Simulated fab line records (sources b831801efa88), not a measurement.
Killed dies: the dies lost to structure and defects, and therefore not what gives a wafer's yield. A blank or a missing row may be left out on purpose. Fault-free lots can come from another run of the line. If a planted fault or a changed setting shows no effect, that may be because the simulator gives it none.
What tool caused it?    flow gf180mcu    7 lots, 21 wafers sampled, at 1 step of a route of 602

== WHAT EACH GAUGE READ, for each wafer ==
GF_CONTACT_THK_MEAS_03.
lot   measured      on             CONTACT_CVD_02_THK (nm)
L418  day 15 13:50  film metro-04  858 871 869
L421  day 16 18:33  film metro-01  862 859 854
L424  day 17 14:21  film metro-01  856 857 874
L429  day 19 14:41  film metro-04  854 862 857
L432  day 20 15:47  film metro-01  855 854 873
L434  day 21 09:32  film metro-04  850 861 865
L440  day 23 07:28  film metro-01  851 840 871

== WHAT TOOL EACH LOT RAN ON (gives the tool, then ch and the chambers of the sampled wafers, and finally the start) ==
The record shows no process step preceding these readings.

== THE ANSWER, worked out from the rows above alone ==
Rule: the lots themselves supply what counts as usual. The widest of any qualifying gaps counts: lots, ordered by their means at a reading, are off when they make up no more than a third of the lots, leave a main group of 4 or more, and stand apart from it by 3 or more times the standard deviation of that group's means. A main group is skipped when, at the precision printed for the reading in the tables above, its means are all equal. Also off: a lot with no number at a reading for which 4 or more lots have one. Any other lot the step has rows for is counted as sound.
No lot is off at any reading shown: from this, nothing can be told.

== WHAT THE SIMULATOR HAD PUT IN ==
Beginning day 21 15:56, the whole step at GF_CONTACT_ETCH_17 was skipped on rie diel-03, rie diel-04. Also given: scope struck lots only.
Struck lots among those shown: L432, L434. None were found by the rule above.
